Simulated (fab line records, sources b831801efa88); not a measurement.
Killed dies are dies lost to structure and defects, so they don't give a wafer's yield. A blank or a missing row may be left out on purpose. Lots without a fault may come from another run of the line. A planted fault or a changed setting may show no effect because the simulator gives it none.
Which tool did it? | flow gf180mcu | 12 lots, 36 wafers sampled, at 1 step of a route of 602

WHAT THE GAUGES READ, wafer by wafer
GF_DUAL_GATE_OVL_MEAS_11.
lot  | measured     | on         | DUAL_GATE_OVL (nm)
L075 | day 8 13:45  | overlay-01 | -0.5 -0.7 0.1
L077 | day 9 05:23  | overlay-01 | -0.9 -1.0 -1.8
L079 | day 10 02:35 | overlay-01 | 0.4 -1.5 0.4
L081 | day 10 12:05 | overlay-02 | 0.4 0.8 1.1
L083 | day 11 04:23 | overlay-02 | 1.0 -1.6 -1.0
L085 | day 11 15:32 | overlay-01 | -1.6 -3.1 -0.5
L087 | day 12 06:51 | overlay-02 | -0.4 0.9 -1.6
L089 | day 12 15:10 | overlay-01 | -0.1 2.4 -0.8
L091 | day 13 07:30 | overlay-02 | 1.2 0.2 1.2
L093 | day 13 22:14 | overlay-02 | 1.1 1.1 -0.4
L095 | day 14 11:04 | overlay-02 | 1.2 0.2 0.5
L097 | day 15 12:20 | overlay-01 | -0.9 -1.3 -0.2

WHICH TOOL RAN EACH LOT (tool, then ch and the chambers of the sampled wafers, then the start)
The record holds no process step before these readings.

THE ANSWER, worked out from the rows above alone
Rule: what is usual is taken from the lots themselves. Put in order of their means at a reading, lots are off if they are a third of the lots or fewer, leave a main group of 4 or more, and stand apart from it by a gap of 3 or more times the standard deviation of the main group's means; of several such gaps the widest counts. A main group whose means are all the same, to the digits that the tables above print for the reading, isn't used. A lot without any number at a reading at which 4 lots or more have one is off too. The other lots that the step has rows for count as sound.
No lot is off at any reading shown: from this, nothing can be told.

WHAT THE SIMULATOR HAD PUT IN
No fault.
